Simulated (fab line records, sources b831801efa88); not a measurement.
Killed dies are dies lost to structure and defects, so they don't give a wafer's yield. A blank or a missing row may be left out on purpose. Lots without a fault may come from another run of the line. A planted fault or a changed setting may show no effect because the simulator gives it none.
Chamber matching | flow gf180mcu | GF_V4_CMP_04 on cmp-01: 4 sister chambers
The step polishes SiO2. 7 wafers are shown with their chamber, then 7 later ones without.

WAFERS WITH THEIR CHAMBER
wafer  | chamber | motor_current_A (A) | time_to_endpoint_s (s)
L195.4 | 2       | 12.4                | 78
L210.6 | 1       | 13.8                | 79
L211.1 | 3       | 12.8                | 76
L211.2 | 0       | 11.7                | 74
L211.3 | 1       | 13.6                | 73
L215.1 | 3       | 12.4                | 85
L215.2 | 0       | 11.7                | 76

WAFERS WITHOUT THEIR CHAMBER
wafer  | motor_current_A (A) | time_to_endpoint_s (s)
L215.5 | 13.3                | 79
L214.1 | 12.9                | 75
L214.4 | 12.8                | 81
L214.6 | 11.8                | 81
L217.1 | 11.7                | 75
L217.3 | 13.2                | 73
L217.4 | 12.3                | 79

WHICH CHAMBER EACH WENT THROUGH
wafer  | from the rows above          | in truth
L215.5 | can't be placed: 1 or 3      | 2
L214.1 | can't be placed: 3 or 2      | 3
L214.4 | can't be placed: 3 or 2      | 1
L214.6 | can't be placed: 0 or 2      | 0
L217.1 | 0                            | 0
L217.3 | can't be placed: 1 or 3 or 2 | 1
L217.4 | can't be placed: 2 or 3      | 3
Placed correctly: 1 of 7. Can't be placed from these rows: 6 (the true chamber is among the candidates in 4). Placed wrongly: 0.
How it was worked out, from the rows above alone: a wafer's distance from a chamber is the root of the sum, over the readings, of the square of ((its reading less the chamber's mean) divided by the reading's scatter). The wafer belongs to the nearest chamber; if the next one is less than 2 further off, it can't be placed. A chamber's mean is the mean of its shown wafers. The scatter: the root of (the sum of the squares of (reading less its chamber's mean) over the shown wafers, divided by (wafers less chambers)).
